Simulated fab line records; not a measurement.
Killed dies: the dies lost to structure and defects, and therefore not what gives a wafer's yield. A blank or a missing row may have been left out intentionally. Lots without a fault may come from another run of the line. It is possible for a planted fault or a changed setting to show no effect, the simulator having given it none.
fab line records	flow sky130
record: lots: 14	wafers: 42	last-day: 50
route steps=708 shown NWELL@76 VT_ADJUST_HVTR@138 SONOS_TUNNEL@155 GATE_OXIDE@189 PAD_OPEN@708
lots untouched by any fault: they come from a run of this same line in which no faults occurred
start-h: start of the lot's first displayed wafer, in hours after the record's first day	wait-h: how many hours have passed since the lot's step before this one	" as in the row above	L1.1+2: a single row standing in for several wafers	- either no value or no given start	* or withheld: withheld	< > ~ a bound
route shown NAME@n: NAME is a module with steps in the file, n the number in the route of the first one	usual: the fault-free wafers' mean and standard deviation	same: alike in all rows	chamber/n: place in a boat	sites: the reading at each site	_std_site: standard deviation across them	_edge_site: outer sites' mean less inner sites'	radius-mm: how far each site lies from the wafer's centre	mask NAME#n: copy n	behind: the last tool/chamber to shape the wafer	hold: what put the lot on hold/how long, in hours/how the hold closed	device: the n, p or np transistor that did not switch	end of line: the same wafers' tests at the end of the route	a step given without rows: its recipe and nothing more	killed: not the wafer's yield, but the dies lost to structure and defects at the first sort	map: the dies of a wafer, with x for killed, . for not killed, _ for no die there
set.NAME: setting as actually run; set.NAME@STEP: the setting as run at that earlier step	model.NAME: the simulator's own value behind a step, which no gauge read
a sample of lots followed through the steps of the route, with each step as a table and each wafer as a row
services: from which hour (start-h, from the record's first day; less than 0 if before it) a tool's chamber was out of use, for how many hours, and why
== steps ==
step: SKY_NWELL_OVL_MEAS_23
usual: NWELL_01_OVL: 0.0/1.3
lot.wafer	tool	chamber	start-h	wait-h	NWELL_01_OVL[nm]
L647.1	overlay-01	-	101.56	-	-0.1
L647.3	"	-	"	"	1.3
L647.5	"	-	"	"	-0.9
L648.2	overlay-01	-	108.32	-	0.8
L648.5	"	-	"	"	2.0
L648.6	"	-	"	"	1.9
L649.4	overlay-01	-	111.83	-	0.3
L649.5	"	-	"	"	0.5
L649.6	"	-	"	"	-1.3
L650.2	overlay-01	-	129.68	-	0.4
L650.3	"	-	"	"	-0.4
L650.4	"	-	"	"	-0.3
L652.1	overlay-01	-	136.92	-	0.1
L652.2	"	-	"	"	-1.0
L652.4	"	-	"	"	2.3
L651.1	overlay-02	-	138.62	-	0.9
L651.3	"	-	"	"	1.7
L651.5	"	-	"	"	1.9
L653.3	overlay-02	-	142.19	-	-0.1
L653.4	"	-	"	"	-0.9
L653.6	"	-	"	"	-0.7
L654.2	overlay-02	-	147.03	-	0.4
L654.3	"	-	"	"	-1.3
L654.5	"	-	"	"	-1.1
L655.1	overlay-01	-	155.97	-	1.2
L655.3	"	-	"	"	-0.4
L655.4	"	-	"	"	0.4
L663.1	overlay-01	-	197.46	-	-0.5
L663.5	"	-	"	"	-1.4
L663.6	"	-	"	"	-2.4
L665.2	overlay-01	-	214.68	-	-1.5
L665.4	"	-	"	"	1.3
L665.5	"	-	"	"	0.8
L664.3	overlay-02	-	216.69	-	0.9
L664.5	"	-	"	"	0.2
L664.6	"	-	"	"	-0.2
L666.1	overlay-01	-	222.86	-	0.3
L666.4	"	-	"	"	0.9
L666.5	"	-	"	"	-0.7
L669.1	overlay-02	-	234.22	-	-2.4
L669.3	"	-	"	"	-1.7
L669.5	"	-	"	"	-3.6
step: SKY_VT_ADJUST_HVTR_CD_MEAS_07
recipe: target-cd-nm: 380
usual: cd-nm: 379.3/2.6
lot.wafer	tool	chamber	start-h	wait-h	cd-nm
L647.1	cd-sem-01	-	198.77	0.1	384.5
L647.3	"	-	"	"	379.8
L647.5	"	-	"	"	379.3
L648.2	cd-sem-02	-	207.48	0.1	377.5
L648.5	"	-	"	"	378.9
L648.6	"	-	"	"	379.5
L649.4	cd-sem-01	-	212.72	0.1	379.1
L649.5	"	-	"	"	379.2
L649.6	"	-	"	"	381.3
L650.2	cd-sem-01	-	232.89	0.1	377.0
L650.3	"	-	"	"	377.0
L650.4	"	-	"	"	379.6
L652.1	cd-sem-01	-	242.67	0.1	377.9
L652.2	"	-	"	"	378.3
L652.4	"	-	"	"	376.9
L651.1	cd-sem-02	-	243.61	0.1	381.6
L651.3	"	-	"	"	382.2
L651.5	"	-	"	"	379.6
L653.3	cd-sem-02	-	248.15	0.1	384.5
L653.4	"	-	"	"	383.5
L653.6	"	-	"	"	380.7
L654.2	cd-sem-01	-	253.88	0.1	378.7
L654.3	"	-	"	"	379.0
L654.5	"	-	"	"	379.9
L655.1	cd-sem-01	-	262.71	0.1	378.0
L655.3	"	-	"	"	380.5
L655.4	"	-	"	"	379.0
L663.1	cd-sem-02	-	316.26	0.1	380.4
L663.5	"	-	"	"	379.2
L663.6	"	-	"	"	379.3
L665.2	cd-sem-01	-	336.27	0.1	374.9
L665.4	"	-	"	"	375.7
L665.5	"	-	"	"	373.5
L664.3	cd-sem-02	-	337.94	0.1	379.4
L664.5	"	-	"	"	379.2
L664.6	"	-	"	"	379.7
L666.1	cd-sem-01	-	343.81	0.1	376.0
L666.4	"	-	"	"	376.8
L666.5	"	-	"	"	374.4
L669.1	cd-sem-01	-	358.27	0.1	377.7
L669.3	"	-	"	"	377.1
L669.5	"	-	"	"	376.5
step: SKY_SONOS_TUNNEL_HMDS_01
recipe: prime-time-s: 60	prime-temp-c: 120
usual: prime-temp-c: 119.99/0.12
lot.wafer	tool	chamber	start-h	wait-h	prime-temp-c
L647.1	litho-track-02	0	231.31	0.1	120.03
L647.3	"	0	"	"	120.11
L647.5	"	0	"	"	120.00
L648.2	litho-track-04	0	240.75	0.1	120.05
L648.5	"	0	"	"	119.92
L648.6	"	0	"	"	120.01
L649.4	litho-track-04	0	245.85	0.1	119.81
L649.5	"	0	"	"	120.06
L649.6	"	0	"	"	119.97
L650.2	litho-track-03	0	265.51	0.1	119.87
L650.3	"	0	"	"	120.08
L650.4	"	0	"	"	120.02
L652.1	litho-track-03	0	277.03	0.1	120.08
L652.2	"	0	"	"	119.99
L652.4	"	0	"	"	119.96
L651.1	litho-track-03	0	277.93	0.1	120.28
L651.3	"	0	"	"	120.18
L651.5	"	0	"	"	119.96
L653.3	litho-track-04	0	281.82	0.1	119.87
L653.4	"	0	"	"	119.73
L653.6	"	0	"	"	120.02
L654.2	litho-track-04	0	287.55	0.1	119.88
L654.3	"	0	"	"	120.03
L654.5	"	0	"	"	119.83
L655.1	litho-track-03	0	300.58	0.1	120.00
L655.3	"	0	"	"	119.86
L655.4	"	0	"	"	119.89
L663.1	litho-track-03	0	357.08	0.1	116.82
L663.5	"	0	"	"	116.85
L663.6	"	0	"	"	116.98
L665.2	litho-track-03	0	377.51	0.1	116.90
L665.4	"	0	"	"	117.04
L665.5	"	0	"	"	116.77
L664.3	litho-track-02	0	380.61	0.1	120.06
L664.5	"	0	"	"	120.13
L664.6	"	0	"	"	120.06
L666.1	litho-track-02	0	385.41	0.1	120.00
L666.4	"	0	"	"	120.03
L666.5	"	0	"	"	120.13
L669.1	litho-track-02	0	399.56	0.1	119.94
L669.3	"	0	"	"	119.83
L669.5	"	0	"	"	120.05
step: SKY_GATE_OXIDE_THK_MEAS_02
recipe: reads: SiO2_of_GATE_OXIDE_OXIDATION_01
usual: GATE_OXIDE_OXIDATION_00_THK: 10.25/0.16
lot.wafer	tool	chamber	start-h	wait-h	GATE_OXIDE_OXIDATION_00_THK[nm]
L648.2	film-metro-02	-	286.26	0.0	10.33
L648.5	"	-	"	"	10.09
L648.6	"	-	"	"	10.20
L647.1	film-metro-01	-	287.66	0.0	10.00
L647.3	"	-	"	"	10.06
L647.5	"	-	"	"	9.97
L649.4	film-metro-01	-	295.44	0.1	10.00
L649.5	"	-	"	"	10.07
L649.6	"	-	"	"	10.06
L650.2	film-metro-02	-	313.80	0.0	10.33
L650.3	"	-	"	"	10.20
L650.4	"	-	"	"	10.41
L651.1	film-metro-04	-	326.17	0.0	10.26
L651.3	"	-	"	"	10.05
L651.5	"	-	"	"	10.09
L652.1	film-metro-02	-	326.17	0.0	10.46
L652.2	"	-	"	"	10.33
L652.4	"	-	"	"	10.43
L653.3	film-metro-04	-	328.63	0.0	10.18
L653.4	"	-	"	"	10.31
L653.6	"	-	"	"	10.09
L654.2	film-metro-04	-	335.44	0.0	10.67
L654.3	"	-	"	"	10.42
L654.5	"	-	"	"	10.46
L655.1	film-metro-01	-	347.17	0.0	10.06
L655.3	"	-	"	"	10.21
L655.4	"	-	"	"	10.08
L663.1	film-metro-02	-	409.87	0.0	10.31
L663.5	"	-	"	"	10.32
L663.6	"	-	"	"	10.17
L665.2	film-metro-01	-	433.05	0.0	10.11
L665.4	"	-	"	"	10.12
L665.5	"	-	"	"	10.18
L664.3	film-metro-04	-	435.86	0.0	10.09
L664.5	"	-	"	"	10.34
L664.6	"	-	"	"	10.33
L666.1	film-metro-01	-	437.25	0.0	10.27
L666.4	"	-	"	"	10.15
L666.5	"	-	"	"	10.21
L669.1	film-metro-01	-	452.06	0.0	10.26
L669.3	"	-	"	"	10.19
L669.5	"	-	"	"	10.32
step: SKY_PAD_OPEN_PROBE_99
usual: killed_at_M0_to_M3: 43/7.2	killed_at_M4_up: 3.3/2	killed-at-contacts: 25/5.8	killed-at-front-end: 15/4.5	killed-at-other: 0.3/0.62	killed-dies: 86/9.4	killed-on-rim: 17/3.7	killed-open: 47/7.1	killed-short: 39/6
same: gross-dies: 492	killed-at-back-side: 0
lot.wafer	tool	chamber	start-h	wait-h	killed_at_M0_to_M3	killed_at_M4_up	killed-at-contacts	killed-at-front-end	killed-at-other	killed-dies	killed-on-rim	killed-open	killed-short
L648.2	prober-02	-	1077.05	0.1	40	3	17	15	0	75	16	32	43
L648.5	prober-02	-	1077.20	0.2	31	2	31	18	0	82	19	40	41
L648.6	prober-02	-	1077.25	0.2	40	0	18	14	0	72	22	38	34
L647.1	prober-01	-	1080.99	0.1	58	3	40	6	1	108	19	60	48
L647.3	prober-01	-	1081.09	0.2	62	3	25	9	0	99	23	52	47
L647.5	prober-01	-	1081.19	0.2	53	2	19	8	1	83	19	45	38
L649.4	prober-01	-	1086.35	0.2	47	5	17	16	1	86	17	50	35
L649.5	prober-01	-	1086.40	0.2	46	5	20	10	0	81	15	42	39
L649.6	prober-01	-	1086.45	0.2	51	1	18	18	1	89	12	49	39
L650.2	prober-02	-	1101.31	0.1	49	3	35	19	1	107	20	57	48
L650.3	prober-02	-	1101.36	0.2	43	2	31	20	0	96	23	52	44
L650.4	prober-02	-	1101.41	0.2	51	4	27	19	1	102	16	56	44
L652.1	prober-01	-	1107.14	0.1	29	5	30	12	0	76	13	32	44
L652.2	prober-01	-	1107.19	0.1	34	3	23	17	1	78	17	41	37
L652.4	prober-01	-	1107.29	0.2	41	1	32	17	0	91	16	49	42
L651.1	prober-02	-	1110.01	0.1	28	4	15	18	0	65	16	32	33
L651.3	prober-02	-	1110.11	0.2	54	1	18	25	0	98	23	48	50
L651.5	prober-02	-	1110.21	0.2	48	2	20	19	0	89	13	46	41
L653.3	prober-01	-	1111.61	0.2	48	5	18	14	1	86	18	47	39
L653.4	prober-01	-	1111.66	0.2	40	1	28	10	0	79	12	42	37
L653.6	prober-01	-	1111.76	0.2	48	7	17	9	1	82	21	41	41
L654.2	prober-02	-	1122.80	0.1	33	5	38	15	1	92	18	55	36
L654.3	prober-02	-	1122.85	0.2	39	4	22	18	0	83	14	47	36
L654.5	prober-02	-	1122.95	0.2	41	5	30	17	1	94	21	51	43
L655.1	prober-01	-	1128.94	0.1	38	8	22	19	0	87	13	45	42
L655.3	prober-01	-	1129.04	0.2	43	2	20	24	0	89	18	50	38
L655.4	prober-01	-	1129.09	0.2	47	1	29	16	1	94	17	53	40
L663.1	prober-01	-	1165.04	0.1	42	1	10	17	0	70	15	32	37
L663.5	prober-01	-	1165.24	0.2	38	0	30	12	1	81	21	45	35
L663.6	prober-01	-	1165.29	0.2	41	2	18	11	2	74	16	40	34
L665.2	prober-02	-	1176.18	0.1	38	1	16	18	1	74	11	30	44
L665.4	prober-02	-	1176.28	0.2	34	2	25	14	1	76	13	43	33
L665.5	prober-02	-	1176.33	0.2	40	2	17	19	0	78	12	39	39
L664.3	prober-01	-	1181.22	0.2	40	3	21	14	0	78	21	49	29
L664.5	prober-01	-	1181.32	0.2	35	8	25	24	0	92	17	42	49
L664.6	prober-01	-	1181.37	0.2	42	1	28	12	0	83	16	41	41
L666.1	prober-02	-	1183.11	0.1	43	3	21	11	1	79	17	40	39
L666.4	prober-02	-	1183.26	0.2	33	3	22	19	1	78	23	44	34
L666.5	prober-02	-	1183.31	0.2	32	5	20	15	0	72	14	46	26
L669.1	prober-01	-	1192.33	0.1	48	10	28	21	1	108	16	50	58
L669.3	prober-01	-	1192.43	0.2	40	4	30	12	0	86	19	48	38
L669.5	prober-01	-	1192.53	0.2	45	5	30	16	0	96	18	57	39
killed by level:class
L648.2 VIA1:geometric-particle:open=12 METAL2:geometric-particle:short=8 METAL1:geometric-particle:short=7 LI_CONTACT:geometric-particle:open=5 CONTACT:geometric-particle:open=5 FIELD_ISO:geometric-particle:short=4 VIA1:geometric-particle:short=4 METAL4:geometric-particle:short=3
L648.5 CONTACT:geometric-particle:open=8 CONTACT:geometric-particle:short=8 VIA2:geometric-particle:open=8 VIA1:geometric-particle:open=7 LI_CONTACT:geometric-particle:open=5 LI_CONTACT:geometric-particle:short=4 LOCAL_INTERCONNECT:geometric-particle:short=4 FIELD_ISO:geometric-particle:short=3
L648.6 VIA1:geometric-particle:open=10 CONTACT:geometric-particle:short=6 METAL1:geometric-particle:short=6 FIELD_ISO:geometric-particle:short=5 FIELD_ISO:geometric-particle:open=4 LI_CONTACT:geometric-particle:open=4 CONTACT:geometric-particle:open=4 METAL2:geometric-particle:open=4
L647.1 LI_CONTACT:geometric-particle:open=16 VIA1:geometric-particle:open=15 CONTACT:geometric-particle:open=10 VIA2:geometric-particle:open=8 VIA1:geometric-particle:short=7 LOCAL_INTERCONNECT:geometric-particle:short=6 METAL1:geometric-particle:short=6 VIA3:geometric-particle:open=6
L647.3 VIA1:geometric-particle:open=20 METAL2:geometric-particle:short=8 CONTACT:geometric-particle:open=8 VIA1:geometric-particle:short=8 VIA3:geometric-particle:short=7 FIELD_ISO:geometric-particle:open=6 LI_CONTACT:geometric-particle:open=5 CONTACT:geometric-particle:short=5
L647.5 VIA1:geometric-particle:open=11 VIA2:geometric-particle:open=9 VIA1:geometric-particle:short=8 LI_CONTACT:geometric-particle:open=7 VIA3:geometric-particle:short=7 CONTACT:geometric-particle:open=5 VIA3:geometric-particle:open=5 METAL1:geometric-particle:short=4
L649.4 VIA1:geometric-particle:open=15 VIA2:geometric-particle:open=9 FIELD_ISO:geometric-particle:open=6 LI_CONTACT:geometric-particle:open=6 METAL2:geometric-particle:short=6 VIA3:geometric-particle:open=5 METAL1:geometric-particle:short=4 CONTACT:geometric-particle:open=4
L649.5 VIA1:geometric-particle:open=12 VIA1:geometric-particle:short=7 CONTACT:geometric-particle:open=6 CONTACT:geometric-particle:short=6 METAL1:geometric-particle:short=6 LI_CONTACT:geometric-particle:open=5 VIA2:geometric-particle:open=5 METAL2:geometric-particle:short=4
L649.6 VIA1:geometric-particle:open=14 VIA1:geometric-particle:short=9 VIA2:geometric-particle:open=7 LI_CONTACT:geometric-particle:open=7 METAL2:geometric-particle:short=6 POLY_GATE:geometric-particle:open=5 POLY_GATE:geometric-particle:short=5 METAL1:geometric-particle:short=4
L650.2 CONTACT:geometric-particle:open=14 LI_CONTACT:geometric-particle:open=9 METAL2:geometric-particle:short=9 VIA1:geometric-particle:open=8 METAL1:geometric-particle:short=7 POLY_GATE:geometric-particle:open=6 VIA2:geometric-particle:open=6 POLY_GATE:geometric-particle:short=5
L650.3 CONTACT:geometric-particle:open=16 POLY_GATE:geometric-particle:short=7 VIA3:geometric-particle:open=7 VIA1:geometric-particle:open=7 FIELD_ISO:geometric-particle:open=6 LI_CONTACT:geometric-particle:open=6 VIA1:geometric-particle:short=6 VIA2:geometric-particle:open=5
L650.4 VIA1:geometric-particle:open=11 CONTACT:geometric-particle:open=11 METAL1:geometric-particle:short=9 VIA2:geometric-particle:open=9 LI_CONTACT:geometric-particle:open=6 VIA1:geometric-particle:short=6 VIA3:geometric-particle:open=5 FIELD_ISO:geometric-particle:open=4
L652.1 CONTACT:geometric-particle:open=9 CONTACT:geometric-particle:short=7 VIA1:geometric-particle:open=5 POLY_GATE:geometric-particle:short=5 LI_CONTACT:geometric-particle:open=5 LOCAL_INTERCONNECT:geometric-particle:short=5 METAL3:geometric-particle:short=5 LI_CONTACT:geometric-particle:short=4
L652.2 CONTACT:geometric-particle:open=12 POLY_GATE:geometric-particle:open=5 METAL2:geometric-particle:short=5 LI_CONTACT:geometric-particle:open=5 VIA1:geometric-particle:short=5 METAL1:geometric-particle:open=4 VIA1:geometric-particle:open=4 VIA3:geometric-particle:short=4
L652.4 VIA1:geometric-particle:open=12 LI_CONTACT:geometric-particle:open=9 CONTACT:geometric-particle:open=9 FIELD_ISO:geometric-particle:short=7 CONTACT:geometric-particle:short=7 METAL1:geometric-particle:short=6 VIA2:geometric-particle:open=5 VIA1:geometric-particle:short=5
L651.1 POLY_GATE:geometric-particle:short=6 VIA3:geometric-particle:open=6 POLY_GATE:geometric-particle:open=5 LOCAL_INTERCONNECT:geometric-particle:short=5 VIA1:geometric-particle:open=5 METAL3:geometric-particle:short=4 CONTACT:geometric-particle:open=4 METAL1:geometric-particle:short=4
L651.3 VIA1:geometric-particle:open=15 METAL1:geometric-particle:short=7 POLY_GATE:geometric-particle:short=6 FIELD_ISO:geometric-particle:open=5 VIA2:geometric-particle:open=5 LOCAL_INTERCONNECT:geometric-particle:short=5 VIA1:geometric-particle:short=5 METAL2:geometric-particle:short=5
L651.5 VIA2:geometric-particle:open=11 VIA1:geometric-particle:open=8 POLY_GATE:geometric-particle:open=6 METAL1:geometric-particle:short=6 CONTACT:geometric-particle:open=6 METAL2:geometric-particle:short=6 VIA1:geometric-particle:short=5 FIELD_ISO:geometric-particle:short=4
L653.3 VIA1:geometric-particle:open=9 LI_CONTACT:geometric-particle:open=6 CONTACT:geometric-particle:open=6 METAL1:geometric-particle:short=6 VIA1:geometric-particle:short=6 VIA2:geometric-particle:open=6 VIA3:geometric-particle:open=5 FIELD_ISO:geometric-particle:short=4
L653.4 CONTACT:geometric-particle:open=13 VIA1:geometric-particle:open=7 METAL2:geometric-particle:short=7 CONTACT:geometric-particle:short=6 VIA2:geometric-particle:open=6 LI_CONTACT:geometric-particle:open=5 METAL1:geometric-particle:short=4 METAL3:geometric-particle:short=4
L653.6 VIA3:geometric-particle:open=17 METAL1:geometric-particle:short=7 VIA1:geometric-particle:open=7 METAL4:geometric-particle:short=6 LI_CONTACT:geometric-particle:open=5 METAL2:geometric-particle:short=5 POLY_GATE:geometric-particle:open=4 LOCAL_INTERCONNECT:geometric-particle:short=3
L654.2 CONTACT:geometric-particle:open=16 LI_CONTACT:geometric-particle:open=9 VIA1:geometric-particle:open=8 METAL1:geometric-particle:short=6 VIA3:geometric-particle:open=6 SPACER:geometric-particle:open=4 LI_CONTACT:geometric-particle:short=4 CONTACT:geometric-particle:short=4
L654.3 VIA1:geometric-particle:open=9 LI_CONTACT:geometric-particle:open=8 VIA3:geometric-particle:open=8 CONTACT:geometric-particle:open=6 FIELD_ISO:geometric-particle:short=5 POLY_GATE:geometric-particle:short=4 LOCAL_INTERCONNECT:geometric-particle:short=4 METAL1:geometric-particle:short=4
L654.5 CONTACT:geometric-particle:open=11 LI_CONTACT:geometric-particle:open=8 VIA1:geometric-particle:open=7 POLY_GATE:geometric-particle:open=6 VIA3:geometric-particle:open=6 METAL1:geometric-particle:short=6 LOCAL_INTERCONNECT:geometric-particle:short=5 METAL2:geometric-particle:short=5
L655.1 CONTACT:geometric-particle:open=8 METAL2:geometric-particle:short=7 VIA2:geometric-particle:open=7 LI_CONTACT:geometric-particle:open=6 METAL4:geometric-particle:short=6 FIELD_ISO:geometric-particle:open=5 POLY_GATE:geometric-particle:open=5 VIA1:geometric-particle:open=5
L655.3 VIA1:geometric-particle:open=13 CONTACT:geometric-particle:short=7 SPACER:geometric-particle:open=6 CONTACT:geometric-particle:open=6 VIA2:geometric-particle:short=5 VIA3:geometric-particle:open=5 FIELD_ISO:geometric-particle:short=4 VIA2:geometric-particle:open=4
L655.4 CONTACT:geometric-particle:open=12 METAL2:geometric-particle:short=10 LI_CONTACT:geometric-particle:open=9 VIA1:geometric-particle:open=8 VIA3:geometric-particle:open=7 VIA2:geometric-particle:open=7 METAL1:geometric-particle:short=5 FIELD_ISO:geometric-particle:short=4
L663.1 VIA1:geometric-particle:open=12 METAL1:geometric-particle:short=8 VIA3:geometric-particle:open=8 POLY_GATE:geometric-particle:short=7 FIELD_ISO:geometric-particle:short=5 FIELD_ISO:geometric-particle:open=4 VIA3:geometric-particle:short=4 VIA2:geometric-particle:open=4
L663.5 CONTACT:geometric-particle:open=15 VIA2:geometric-particle:open=9 LI_CONTACT:geometric-particle:short=6 VIA3:geometric-particle:short=6 FIELD_ISO:geometric-particle:open=5 VIA3:geometric-particle:open=4 CONTACT:geometric-particle:short=4 VIA1:geometric-particle:open=4
L663.6 VIA1:geometric-particle:open=15 FIELD_ISO:geometric-particle:short=5 LI_CONTACT:geometric-particle:open=5 CONTACT:geometric-particle:open=5 VIA1:geometric-particle:short=5 LOCAL_INTERCONNECT:geometric-particle:short=4 METAL2:geometric-particle:short=4 CONTACT:geometric-particle:short=3
L665.2 VIA1:geometric-particle:short=11 FIELD_ISO:geometric-particle:open=5 LI_CONTACT:geometric-particle:open=5 VIA1:geometric-particle:open=5 METAL2:geometric-particle:short=5 FIELD_ISO:geometric-particle:short=4 METAL1:geometric-particle:short=4 VIA2:geometric-particle:open=4
L665.4 CONTACT:geometric-particle:open=12 METAL1:geometric-particle:short=9 CONTACT:geometric-particle:short=7 VIA1:geometric-particle:open=6 LI_CONTACT:geometric-particle:open=5 POLY_GATE:geometric-particle:short=4 VIA2:geometric-particle:open=4 SPACER:geometric-particle:open=3
L665.5 VIA2:geometric-particle:open=10 FIELD_ISO:geometric-particle:short=6 VIA1:geometric-particle:short=6 VIA1:geometric-particle:open=6 FIELD_ISO:geometric-particle:open=5 METAL1:geometric-particle:short=5 VIA2:geometric-particle:short=5 VIA3:geometric-particle:open=4
L664.3 VIA1:geometric-particle:open=14 CONTACT:geometric-particle:open=7 VIA3:geometric-particle:open=7 LI_CONTACT:geometric-particle:open=6 METAL1:geometric-particle:short=5 POLY_GATE:geometric-particle:open=4 POLY_GATE:geometric-particle:short=4 LOCAL_INTERCONNECT:geometric-particle:short=4
L664.5 CONTACT:geometric-particle:open=10 METAL2:geometric-particle:short=10 VIA1:geometric-particle:open=9 FIELD_ISO:geometric-particle:short=8 CONTACT:geometric-particle:short=6 FIELD_ISO:geometric-particle:open=5 LI_CONTACT:geometric-particle:open=5 METAL4:geometric-particle:short=5
L664.6 LI_CONTACT:geometric-particle:open=9 CONTACT:geometric-particle:open=8 METAL2:geometric-particle:short=6 METAL1:geometric-particle:short=6 VIA1:geometric-particle:open=6 VIA1:geometric-particle:short=5 FIELD_ISO:geometric-particle:open=4 LI_CONTACT:geometric-particle:short=4
L666.1 VIA2:geometric-particle:open=9 VIA1:geometric-particle:open=8 CONTACT:geometric-particle:short=6 CONTACT:geometric-particle:open=6 LOCAL_INTERCONNECT:geometric-particle:short=5 METAL1:geometric-particle:short=5 VIA1:geometric-particle:short=4 POLY_GATE:geometric-particle:short=4
L666.4 CONTACT:geometric-particle:open=10 VIA1:geometric-particle:open=6 LI_CONTACT:geometric-particle:open=5 METAL2:geometric-particle:short=5 FIELD_ISO:geometric-particle:short=4 FIELD_ISO:geometric-particle:open=4 POLY_GATE:geometric-particle:short=4 METAL1:geometric-particle:short=4
L666.5 VIA3:geometric-particle:open=8 CONTACT:geometric-particle:open=8 VIA1:geometric-particle:open=7 LOCAL_INTERCONNECT:geometric-particle:short=6 POLY_GATE:geometric-particle:open=5 LI_CONTACT:geometric-particle:open=5 VIA2:geometric-particle:open=5 POLY_GATE:geometric-particle:short=3
L669.1 LI_CONTACT:geometric-particle:open=10 VIA1:geometric-particle:open=8 METAL4:geometric-particle:short=8 CONTACT:geometric-particle:short=7 VIA1:geometric-particle:short=7 POLY_GATE:geometric-particle:open=6 CONTACT:geometric-particle:open=6 VIA2:geometric-particle:open=6
L669.3 CONTACT:geometric-particle:open=13 LI_CONTACT:geometric-particle:open=9 VIA1:geometric-particle:open=9 METAL3:geometric-particle:short=8 VIA2:geometric-particle:short=6 VIA3:geometric-particle:open=6 CONTACT:geometric-particle:short=5 VIA2:geometric-particle:open=5
L669.5 CONTACT:geometric-particle:open=13 VIA2:geometric-particle:open=10 VIA1:geometric-particle:open=9 METAL1:geometric-particle:short=8 CONTACT:geometric-particle:short=6 LI_CONTACT:geometric-particle:open=6 VIA3:geometric-particle:open=6 METAL2:geometric-particle:short=5
== services ==
tool	chamber	start-h	hours	kind
litho-track-02	-	310.48	-	consumable-replace:filter
== key ==
first-sign: step: SKY_SONOS_TUNNEL_HMDS_01	reading: prime-temp-c	direction: down	sigmas: 25	usual: *	struck: *
effect none on later readings
met-at SKY_SONOS_TUNNEL_HMDS_01
struck-lots L663,L665
tester-left-out L663,L665
not-acting-at SKY_NWELL_OVL_MEAS_23,SKY_VT_ADJUST_HVTR_CD_MEAS_07,SKY_GATE_OXIDE_THK_MEAS_02
onset-between 300.58 357.08
fault: kind: process-parameter-drift	tool: litho-track-03	chamber: -	onset-h: 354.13	steps: SKY_SONOS_TUNNEL_HMDS_01	channel: prime-temp-c	offset: *	shape: step	end-h: 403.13	acts-in: *	stated: *
tester-left-out: of these lots the tester's yield and bins aren't shown, on N5 and GAA mostly nor the transistor test; their killed dies are dies lost to structure and defects alone, not to doping, threshold or leakage, so they don't give the yield
